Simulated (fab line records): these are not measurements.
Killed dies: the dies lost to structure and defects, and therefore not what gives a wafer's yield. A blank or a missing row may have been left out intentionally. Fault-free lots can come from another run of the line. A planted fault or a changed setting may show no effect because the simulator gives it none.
One fault through the eyes of 2 desks / flow sky130 / every desk sees just its own numbers, and what lay behind them comes last

== DESK OF THE TOOL OWNER: rie_metal-03 ==
The tool's own readings at SKY_METAL2_METAL_ETCH_19 (etches the open film in Cl2/BCl3, stops on SiO2, target depth 360 nm, time 78 s): means of the sampled wafers that have a number, for each lot that ran on this tool. The brackets show how far a lot's mean lies from the usual mean; more than 4 standard deviations puts the lot out of limits, marked OUT.
Columns: A = bcl3_flow_sccm at SKY_METAL2_METAL_ETCH_19, usual 29.99 sccm; B = bias_w at SKY_METAL2_METAL_ETCH_19, usual 48.50 W; C = drypump_motor_current_A at SKY_METAL2_METAL_ETCH_19, usual 5.9 A; D = oes_product_au at SKY_METAL2_METAL_ETCH_19, usual 0.855 a.u.; E = throttle_valve_pct at SKY_METAL2_METAL_ETCH_19, usual 22.264 %
lot=L937; first seen here=day 34 21:16; A=30.02; B=48.45; C=6.6; D=0.848; E=22.258
lot=L939; first seen here=day 35 20:17; A=29.91; B=48.66; C=6.1; D=0.854; E=22.264
lot=L940; first seen here=day 36 03:25; A=29.99; B=48.40; C=6.6; D=0.852; E=22.264
lot=L952; first seen here=day 41 05:14; A=30.08; B=48.49; C=6.3; D=0.853; E=22.264
lot=L957; first seen here=day 42 05:05; A=30.06; B=48.40; C=6.6; D=0.859; E=22.261
Finding of this desk: none of the 5 lots has anything out of limits.

== METROLOGY DESK ==
Means of the sampled wafers that have a number, per lot and without regard to the tool the lot ran on: this is what the gauges read. The brackets show how far a lot's mean lies from the usual mean; more than 4 standard deviations puts the lot out of limits, marked OUT.
Columns: A = VIA1_W_THK at SKY_VIA1_THK_MEAS_23, usual 274 nm; B = cd_nm at SKY_VIA2_CD_MEAS_12, usual 199.7 nm
lot=L936; first seen here=day 33 06:13; A=276; B=201.6
lot=L937; first seen here=day 33 17:28; A=269; B=202.3
lot=L939; first seen here=day 34 17:46; A=273; B=200.0
lot=L940; first seen here=day 35 00:35; A=273; B=202.3
lot=L945; first seen here=day 36 15:03; A=269; B=-
lot=L946; first seen here=day 36 20:04; A=279; B=-
lot=L951; first seen here=day 39 16:08; A=276; B=197.6
lot=L952; first seen here=day 40 03:38; A=278; B=202.9
lot=L953; first seen here=day 40 03:57; A=269; B=201.0
lot=L954; first seen here=day 40 12:26; A=271; B=198.7
lot=L955; first seen here=day 40 15:39; A=273; B=198.5
lot=L957; first seen here=day 41 04:07; A=274; B=197.8
lot=L959; first seen here=day 41 12:56; A=271; B=197.6
lot=L958; first seen here=day 41 18:57; A=272; B=198.5
Finding of this desk: none of the 14 lots has anything out of limits.

== BROUGHT TOGETHER ==
The tool owner's desk saw nothing out of limits.
At the metrology desk, nothing out of limits was observed.

== WHAT THE SIMULATOR HAD INSERTED ==
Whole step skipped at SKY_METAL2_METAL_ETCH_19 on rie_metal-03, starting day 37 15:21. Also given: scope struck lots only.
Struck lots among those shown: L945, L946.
